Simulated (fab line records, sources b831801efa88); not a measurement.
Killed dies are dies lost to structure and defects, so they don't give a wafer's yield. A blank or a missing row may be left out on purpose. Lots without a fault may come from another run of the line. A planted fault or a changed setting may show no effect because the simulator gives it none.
Chamber matching | flow gf180mcu | GF_V3_CMP_26 on cmp-02: 4 sister chambers
The step polishes, stops on SiO2, t overpolish 15 s, target thk 0 nm. 4 wafers are shown with their chamber, then 8 later ones without.

WAFERS WITH THEIR CHAMBER
wafer  | chamber | time_to_endpoint_s (s)
L576.1 | 2       | 84
L582.2 | 1       | 80
L582.5 | 3       | 88
L585.3 | 0       | 85

WAFERS WITHOUT THEIR CHAMBER
wafer  | time_to_endpoint_s (s)
L585.4 | 82
L585.5 | 84
L586.2 | 90
L586.4 | 87
L586.6 | 88
L587.1 | 80
L587.3 | 90
L587.4 | 87

WHICH CHAMBER EACH WENT THROUGH
wafer  | from the rows above          | in truth
L585.4 | can't be placed: 1 or 2 or 0 | 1
L585.5 | can't be placed: 2 or 0      | 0
L586.2 | 3                            | 3
L586.4 | can't be placed: 3 or 0 or 2 | 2
L586.6 | 3                            | 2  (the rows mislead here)
L587.1 | 1                            | 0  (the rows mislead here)
L587.3 | 3                            | 3
L587.4 | can't be placed: 3 or 0 or 2 | 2
Placed correctly: 2 of 8. Can't be placed from these rows: 4 (the true chamber is among the candidates in 4). Placed wrongly: 2.
How it was worked out, from the rows above alone: a wafer's distance from a chamber is the root of the sum, over the readings, of the square of ((its reading less the chamber's mean) divided by the reading's scatter). The wafer belongs to the nearest chamber; if the next one is less than 2 further off, it can't be placed. A chamber's mean is the mean of its shown wafers. The scatter: with one shown wafer a chamber, the root of the mean of the squares of how far each hidden wafer lies from its nearest shown one.
